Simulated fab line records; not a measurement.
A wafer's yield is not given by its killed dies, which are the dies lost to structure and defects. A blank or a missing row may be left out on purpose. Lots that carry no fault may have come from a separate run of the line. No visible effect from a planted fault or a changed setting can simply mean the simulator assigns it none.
Split-lot trial / flow sky130 / 23 wafers read from 5 lots, route of 708 steps

THE SPLIT
At SKY_METAL1_SPUTTER_01 (material TiN, target thk 20 nm, time 16.7 s), the setting time_s was moved away from the recipe's 16.7 s on 8 of the 23 wafers read, by -10.9% to +12.1%. For the rest of the wafers, this setting stayed at what the recipe calls for.

The reading is taken at the split's own step.

THE READING
TiN_of_METAL1_SPUTTER_01.thk_nm (the simulator's own value, which no gauge read), in nm, at SKY_METAL1_SPUTTER_01 (material TiN, target thk 20 nm, time 16.7 s). The file gives no usual value for it. Across the 15 wafers here that went through the recipe, the average is 20.05 nm and the standard deviation 0.17 nm.

wafer=L076.2; tool, chamber at the split=pvd_sputter-03, -; time_s as run, s=16.7; against the recipe=recipe; TiN_of_METAL1_SPUTTER_01.thk_nm, nm=19.95; against lot-mates on the recipe=-
wafer=L076.4; tool, chamber at the split=pvd_sputter-03, -; time_s as run, s=16.7; against the recipe=recipe; TiN_of_METAL1_SPUTTER_01.thk_nm, nm=19.9; against lot-mates on the recipe=-
wafer=L076.5; tool, chamber at the split=pvd_sputter-03, -; time_s as run, s=16.7; against the recipe=recipe; TiN_of_METAL1_SPUTTER_01.thk_nm, nm=19.7; against lot-mates on the recipe=-
wafer=L077.1; tool, chamber at the split=pvd_sputter-04, -; time_s as run, s=18.72; against the recipe=+12.1%; TiN_of_METAL1_SPUTTER_01.thk_nm, nm=22.5; against lot-mates on the recipe=+2.41
wafer=L077.2; tool, chamber at the split=pvd_sputter-04, -; time_s as run, s=16.7; against the recipe=recipe; TiN_of_METAL1_SPUTTER_01.thk_nm, nm=20.3; against lot-mates on the recipe=-
wafer=L077.4; tool, chamber at the split=pvd_sputter-04, -; time_s as run, s=18.72; against the recipe=+12.1%; TiN_of_METAL1_SPUTTER_01.thk_nm, nm=22.51; against lot-mates on the recipe=+2.42
wafer=L077.5; tool, chamber at the split=pvd_sputter-04, -; time_s as run, s=18.72; against the recipe=+12.1%; TiN_of_METAL1_SPUTTER_01.thk_nm, nm=22.49; against lot-mates on the recipe=+2.39
wafer=L077.6; tool, chamber at the split=pvd_sputter-04, -; time_s as run, s=16.7; against the recipe=recipe; TiN_of_METAL1_SPUTTER_01.thk_nm, nm=19.89; against lot-mates on the recipe=-
wafer=L082.1; tool, chamber at the split=pvd_sputter-03, -; time_s as run, s=16.7; against the recipe=recipe; TiN_of_METAL1_SPUTTER_01.thk_nm, nm=19.82; against lot-mates on the recipe=-
wafer=L082.2; tool, chamber at the split=pvd_sputter-03, -; time_s as run, s=16.7; against the recipe=recipe; TiN_of_METAL1_SPUTTER_01.thk_nm, nm=20.19; against lot-mates on the recipe=-
wafer=L082.3; tool, chamber at the split=pvd_sputter-03, -; time_s as run, s=16.7; against the recipe=recipe; TiN_of_METAL1_SPUTTER_01.thk_nm, nm=20.15; against lot-mates on the recipe=-
wafer=L082.4; tool, chamber at the split=pvd_sputter-03, -; time_s as run, s=16.7; against the recipe=recipe; TiN_of_METAL1_SPUTTER_01.thk_nm, nm=20.14; against lot-mates on the recipe=-
wafer=L082.6; tool, chamber at the split=pvd_sputter-03, -; time_s as run, s=16.7; against the recipe=recipe; TiN_of_METAL1_SPUTTER_01.thk_nm, nm=20.31; against lot-mates on the recipe=-
wafer=L083.1; tool, chamber at the split=pvd_sputter-02, -; time_s as run, s=16.7; against the recipe=recipe; TiN_of_METAL1_SPUTTER_01.thk_nm, nm=20.15; against lot-mates on the recipe=-
wafer=L083.2; tool, chamber at the split=pvd_sputter-02, -; time_s as run, s=16.7; against the recipe=recipe; TiN_of_METAL1_SPUTTER_01.thk_nm, nm=20.14; against lot-mates on the recipe=-
wafer=L083.3; tool, chamber at the split=pvd_sputter-02, -; time_s as run, s=16.7; against the recipe=recipe; TiN_of_METAL1_SPUTTER_01.thk_nm, nm=19.91; against lot-mates on the recipe=-
wafer=L083.4; tool, chamber at the split=pvd_sputter-02, -; time_s as run, s=14.88; against the recipe=-10.9%; TiN_of_METAL1_SPUTTER_01.thk_nm, nm=18.03; against lot-mates on the recipe=-2.04
wafer=L083.6; tool, chamber at the split=pvd_sputter-02, -; time_s as run, s=14.88; against the recipe=-10.9%; TiN_of_METAL1_SPUTTER_01.thk_nm, nm=17.76; against lot-mates on the recipe=-2.31
wafer=L084.1; tool, chamber at the split=pvd_sputter-02, -; time_s as run, s=17.55; against the recipe=+5.1%; TiN_of_METAL1_SPUTTER_01.thk_nm, nm=21.14; against lot-mates on the recipe=+1.01
wafer=L084.3; tool, chamber at the split=pvd_sputter-02, -; time_s as run, s=17.55; against the recipe=+5.1%; TiN_of_METAL1_SPUTTER_01.thk_nm, nm=21.14; against lot-mates on the recipe=+1.01
wafer=L084.2; tool, chamber at the split=pvd_sputter-02, -; time_s as run, s=17.55; against the recipe=+5.1%; TiN_of_METAL1_SPUTTER_01.thk_nm, nm=21.16; against lot-mates on the recipe=+1.03
wafer=L084.5; tool, chamber at the split=pvd_sputter-02, -; time_s as run, s=16.7; against the recipe=recipe; TiN_of_METAL1_SPUTTER_01.thk_nm, nm=20.08; against lot-mates on the recipe=-
wafer=L084.6; tool, chamber at the split=pvd_sputter-02, -; time_s as run, s=16.7; against the recipe=recipe; TiN_of_METAL1_SPUTTER_01.thk_nm, nm=20.18; against lot-mates on the recipe=-

THE FIT
A straight line over all 23 wafers: TiN_of_METAL1_SPUTTER_01.thk_nm changes by +0.202 nm for each +1% of time_s; r = +0.99; the points scatter about the line by 0.16 nm.
The same after taking each lot's own level away (the mean of its wafers on the recipe; 23 wafers): +0.199 nm for each +1%; r = +0.99; scatter 0.13 nm.
That fit puts the effect of the largest move of time_s on the reading at 2.4 nm.
The span of the lots' own levels, 19.850 to 20.130 nm, comes to 1.6 times the standard deviation stated above.
Consequently the slope shifts little with the lot-to-lot level, the two slopes agreeing.
Check: with one of the wafers moved furthest among these (+12.1%) left out of the fit, the line predicts +2.41 nm for it against its lot-mates. It came out at +2.41 nm against them.

OTHER SPLITS ON THESE WAFERS
These wafers also went through other splits before the reading. Each is held against what the fit with the lots' levels taken away leaves over:
other split on the same wafers=SKY_LI_CONTACT_ETCH_14 time_s; wafers away from the commonest value=5; r with TiN_of_METAL1_SPUTTER_01.thk_nm (lot level and that fit taken away)=+0.14
other split on the same wafers=SKY_LI_CONTACT_SPUTTER_19 power_w; wafers away from the commonest value=8; r with TiN_of_METAL1_SPUTTER_01.thk_nm (lot level and that fit taken away)=+0.24
other split on the same wafers=SKY_LOCAL_INTERCONNECT_SPUTTER_00 time_s; wafers away from the commonest value=5; r with TiN_of_METAL1_SPUTTER_01.thk_nm (lot level and that fit taken away)=-0.06
other split on the same wafers=SKY_LOCAL_INTERCONNECT_ETCH_13 pressure_mtorr; wafers away from the commonest value=10; r with TiN_of_METAL1_SPUTTER_01.thk_nm (lot level and that fit taken away)=+0.01
other split on the same wafers=SKY_CONTACT_COAT_09 resist_thk_nm; wafers away from the commonest value=7; r with TiN_of_METAL1_SPUTTER_01.thk_nm (lot level and that fit taken away)=-0.25
other split on the same wafers=SKY_CONTACT_DEVELOP_13 develop_time_s; wafers away from the commonest value=9; r with TiN_of_METAL1_SPUTTER_01.thk_nm (lot level and that fit taken away)=-0.30
other split on the same wafers=SKY_CONTACT_SPUTTER_23 time_s; wafers away from the commonest value=6; r with TiN_of_METAL1_SPUTTER_01.thk_nm (lot level and that fit taken away)=-0.18

FILE'S OWN FIT
TiN_of_METAL1_SPUTTER_01.thk_nm changes by +0.199 nm for each +1% of time_s, r = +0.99.
